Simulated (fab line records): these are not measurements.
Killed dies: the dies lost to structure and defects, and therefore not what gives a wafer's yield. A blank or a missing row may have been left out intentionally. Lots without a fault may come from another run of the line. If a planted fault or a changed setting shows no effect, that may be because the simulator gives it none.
One fault seen from 2 desks ; flow sky130 ; each desk holds nothing but its own numbers, with what lay behind them at the end

AT THE TOOL OWNER'S DESK: pecvd-01
The tool's own readings at SKY_CONTACT_CVD_00 (deposits Si3N4, target thk 75 nm): means of the sampled wafers that have a number, for each lot that ran on this tool. If a lot's mean is further than 4 standard deviations from the usual mean, the lot is out of limits and carries the mark OUT (the distance appears in the brackets).
Columns: A = heater power w at SKY_CONTACT_CVD_00, usual 769 W
lot;first seen here;A
L862;day 32 21:59;874
L865;day 33 04:17;840
L867;day 33 19:08;863
L871;day 34 23:37;838
Finding of this desk: none of the 4 lots has anything out of limits.

THE METROLOGY DESK
What the gauges read for every lot (on any tool): the sampled wafers with a number, averaged. If a lot's mean is further than 4 standard deviations from the usual mean, the lot is out of limits and carries the mark OUT (the distance appears in the brackets).
Columns: A = CONTACT_CVD_00_THK at SKY_CONTACT_THK_MEAS_01, usual 75.3 nm; B = CONTACT_BOW at SKY_CONTACT_BOW_MEAS_05, usual 83 um
lot;first seen here;A;B
L856;day 30 05:56;76.0;84
L858;day 31 01:18;75.6;91
L859;day 31 09:04;73.9;89
L861;day 32 09:55;75.7;75
L862;day 32 22:02;74.8;86
L865;day 33 04:19;75.2;78
L867;day 33 19:11;63.2 (-11) OUT;79
L871;day 34 23:39;62.0 (-12) OUT;82
L875;day 36 17:20;74.9;82
L877;day 37 01:08;75.3;83
L878;day 37 05:23;76.7;72
Per this desk, out of limits: L867, L871; the first was L867, day 33 19:11 (CONTACT_CVD_00_THK at SKY_CONTACT_THK_MEAS_01). L856, L858, L859, L861, L862, L865, L875, L877, L878 stayed within limits.

BROUGHT TOGETHER
An alarm was possible from the metrology desk at day 33 19:11, on L867, L871.
Nothing out of limits was seen by the tool owner's desk.
The tool owner's desk has L867, L871 on record, within its limits.
The lots listed all ran SKY_CONTACT_CVD_00 on pecvd-01.

WHAT THE SIMULATOR HAD PUT IN
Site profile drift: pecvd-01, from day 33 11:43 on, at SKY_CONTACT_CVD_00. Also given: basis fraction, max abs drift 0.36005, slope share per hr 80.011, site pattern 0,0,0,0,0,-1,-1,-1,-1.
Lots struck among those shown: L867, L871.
Hours from the fault's start to each desk's first reading out of limits: the metrology desk, 7.
